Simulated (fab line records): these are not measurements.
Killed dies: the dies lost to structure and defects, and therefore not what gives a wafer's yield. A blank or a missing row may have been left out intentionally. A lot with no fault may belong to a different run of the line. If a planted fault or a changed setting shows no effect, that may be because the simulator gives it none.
Which tool is to blame?    flow sky130    12 lots, 36 wafers sampled, at 5 steps of a route of 708

== WHAT EACH GAUGE READ, for each wafer ==
SKY_GATE_OXIDE_OVL_MEAS_10. Usual: GATE_OXIDE_OVL gives -0.6 nm (standard deviation 1.3).
lot   measured      on          GATE_OXIDE_OVL (nm)  flag
L749  day 14 21:05  overlay-01  -0.6 -0.2 0.5        
L752  day 15 10:53  overlay-01  -0.7 -1.5 -1.5       
L753  day 16 00:14  overlay-01  -2.8 -2.1 -1.5       
L755  day 16 15:20  overlay-01  1.9 -0.9 0.7         
L756  day 16 19:46  overlay-02  0.9 1.0 -0.3         
L757  day 17 03:23  overlay-01  1.3 2.8 1.5          
L758  day 17 20:10  overlay-01  -1.1 -2.4 -1.7       
L760  day 18 15:34  overlay-02  -1.5 -1.0 0.0        
L761  day 19 03:54  overlay-01  -1.3 0.3 0.4         
L762  day 19 11:14  overlay-02  -0.9 -0.7 -0.5       
L764  day 19 23:59  overlay-02  -2.6 -0.3 -2.5       
L765  day 20 07:53  overlay-01  -1.0 -0.8 0.1        

SKY_LDD_P_CD_MEAS_07: target cd 380 nm. Usual: cd_nm reads 379.8 nm (standard deviation 2.8).
lot   measured      on         cd_nm (nm)         flag
L749  day 20 08:45  cd_sem-01  382.5 376.7 380.2  
L752  day 21 00:11  cd_sem-02  375.7 379.4 377.1  
L753  day 21 14:26  cd_sem-02  378.8 379.5 383.7  
L755  day 22 09:46  cd_sem-02  384.5 381.6 383.0  
L756  day 22 14:04  cd_sem-01  381.0 380.4 382.3  
L757  day 22 20:53  cd_sem-02  376.8 377.2 377.8  
L758  day 23 11:37  cd_sem-02  376.9 376.4 376.8  
L760  day 24 07:41  cd_sem-02  379.4 381.1 380.4  
L761  day 24 21:24  cd_sem-02  384.4 380.2 378.2  
L762  day 25 01:08  cd_sem-01  384.0 383.6 380.6  
L764  day 25 13:49  cd_sem-01  383.6 384.1 384.3  
L765  day 25 20:48  cd_sem-02  378.8 380.0 378.4  

SKY_LDD_HVN_TW_MEAS_10. Usual: LDD_HVN_TW gives 1433 (standard deviation 19).
lot   measured      on             LDD_HVN_TW                     flag
L749  day 21 17:43  film_metro-03  1409 1410 1415                 
L752  day 22 09:22  film_metro-02  1452 1450 1458                 
L753  day 22 22:41  film_metro-02  1455 1460 1452                 
L755  day 23 17:08  film_metro-01  1435 1427 1424                 
L756  day 23 21:19  film_metro-02  1457 1451 1451                 
L757  day 24 04:28  film_metro-01  1427 1436 1433                 
L758  day 24 17:29  film_metro-01  1438 1436 1433                 
L760  day 25 13:56  film_metro-03  1420 1417 1418                 
L761  day 26 03:21  film_metro-03  1413 1421 1418                 
L762  day 26 07:14  film_metro-03  1419 1417 1413                 
L764  day 26 19:22  film_metro-03  1526 1522 1527 1536 1529 1537  OFF
L765  day 27 02:50  film_metro-03  1529 1528 1522 1532 1530 1528  OFF

== WHICH TOOL RAN EACH LOT (tool, then ch and the chambers of the sampled wafers, then the start) ==
lot   SKY_POLY_GATE_ETCH_17             SKY_LDD_HVN_IMPLANT_08
L749  rie_si-01 ch 1,2,3, day 17 13:58  implanter-03 ch 0, day 21 17:29
L752  rie_si-02 ch 0,1,3, day 18 03:38  implanter-02 ch 0, day 22 09:07
L753  rie_si-01 ch 0,3, day 18 18:43    implanter-04 ch 0, day 22 22:26
L755  rie_si-02 ch 0,2, day 19 12:13    implanter-03 ch 0, day 23 16:55
L756  rie_si-02 ch 1,2, day 19 17:38    implanter-04 ch 0, day 23 21:04
L757  rie_si-02 ch 0,2,3, day 20 01:55  implanter-02 ch 0, day 24 04:13
L758  rie_si-02 ch 0,2, day 20 17:26    implanter-04 ch 0, day 24 17:14
L760  rie_si-02 ch 1,2, day 21 15:07    implanter-02 ch 0, day 25 13:42
L761  rie_si-01 ch 1,2,3, day 22 03:43  implanter-03 ch 0, day 26 03:09
L762  rie_si-02 ch 0,1, day 22 09:23    implanter-02 ch 0, day 26 06:59
L764  rie_si-02 ch 0,1,3, day 22 23:07  implanter-03 ch 0, day 26 19:07
L765  rie_si-01 ch 0,1,3, day 23 05:38  implanter-03 ch 0, day 27 02:37
- SKY_POLY_GATE_ETCH_17: etches poly-Si in HBr/Cl2, stops on SiO2, target depth 180 nm, time 70.5 s.
- SKY_LDD_HVN_IMPLANT_08

== AS READ BY THE TOOLS THEMSELVES (means over the sampled wafers that have a number; for cases with no such wafer, the mark the record gives instead) ==
SKY_POLY_GATE_ETCH_17. Usual: drypump_motor_current_A 5.9 A, standard deviation 0.35; mfc_cl2_sccm 50.02 sccm, standard deviation 0.17; oes_product_au 0.984 a.u., standard deviation 0.0082; throttle_valve_pct 33.683 %, standard deviation 0.0097.
lot   tool       drypump_motor_current_A (A)  mfc_cl2_sccm (sccm)  oes_product_au (a.u.)  throttle_valve_pct (%)  flag
L749  rie_si-01  5.7                          50.10                0.991                  33.686                  
L752  rie_si-02  5.9                          49.99                0.990                  33.685                  
L753  rie_si-01  6.1                          49.92                0.992                  33.685                  
L755  rie_si-02  6.0                          50.28                0.983                  33.686                  
L756  rie_si-02  5.8                          50.19                0.975                  33.676                  
L757  rie_si-02  6.0                          49.95                0.982                  33.680                  
L758  rie_si-02  6.0                          50.05                0.978                  33.676                  
L760  rie_si-02  5.8                          49.89                0.985                  33.674                  
L761  rie_si-01  5.7                          50.10                0.988                  33.682                  
L762  rie_si-02  6.0                          50.20                0.981                  33.684                  
L764  rie_si-02  6.0                          49.93                0.981                  33.689                  
L765  rie_si-01  5.7                          49.99                0.988                  33.674                  

SKY_LDD_HVN_IMPLANT_08. Usual: beam_energy_keV reads 60.004 (standard deviation 0.02).
lot   tool          beam_energy_keV  flag
L749  implanter-03  59.969           
L752  implanter-02  60.002           
L753  implanter-04  59.994           
L755  implanter-03  60.033           
L756  implanter-04  60.010           
L757  implanter-02  60.014           
L758  implanter-04  60.015           
L760  implanter-02  60.002           
L761  implanter-03  60.015           
L762  implanter-02  60.021           
L764  implanter-03  82.362           OFF
L765  implanter-03  82.358           OFF

== THE ANSWER, worked out from the rows above alone ==
Rule: a lot counts as off when the mean over its wafers that have a number is more than 3 standard deviations away from the usual mean. A lot without any number at a reading at which 4 lots or more have one is off too. All remaining lots with rows at the step are treated as sound. The gauges are gone through in route order, then the tools' own readings, and for those a lot's mean is taken as printed above. At the first step where some lot is off, the reading lying furthest off is the one used; lots without a number count as furthest.
Off: L764, L765, seen at SKY_LDD_HVN_TW_MEAS_10 (LDD_HVN_TW).
If a tool, at a process step before that reading, ran all the lots that are off and no sound lot after the first of them, it fits. Not tried: the gauges at SKY_LDD_HVN_TW_MEAS_10; whatever is off there is also off at SKY_LDD_HVN_IMPLANT_08, on other tools, and gauge error can't account for it. One candidate fits, namely implanter-03 at SKY_LDD_HVN_IMPLANT_08. A fault onset in the window from L761 (day 26 03:09, its last sound lot) to L764 (day 26 19:07, its first lot off) fits.
The tool's own readings at SKY_LDD_HVN_IMPLANT_08 bear it out: on the lots that are off they differ by more than 5 times the standard deviation of the sound lots' means. beam_energy_keV reads 82.360 there against 60.008 on the sound lots.

== WHAT THE SIMULATOR HAD INSERTED ==
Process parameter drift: implanter-03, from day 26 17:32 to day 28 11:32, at SKY_LDD_HVN_IMPLANT_08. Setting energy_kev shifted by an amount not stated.
Lots struck among those shown: L764, L765. The rule given above showed the same thing.
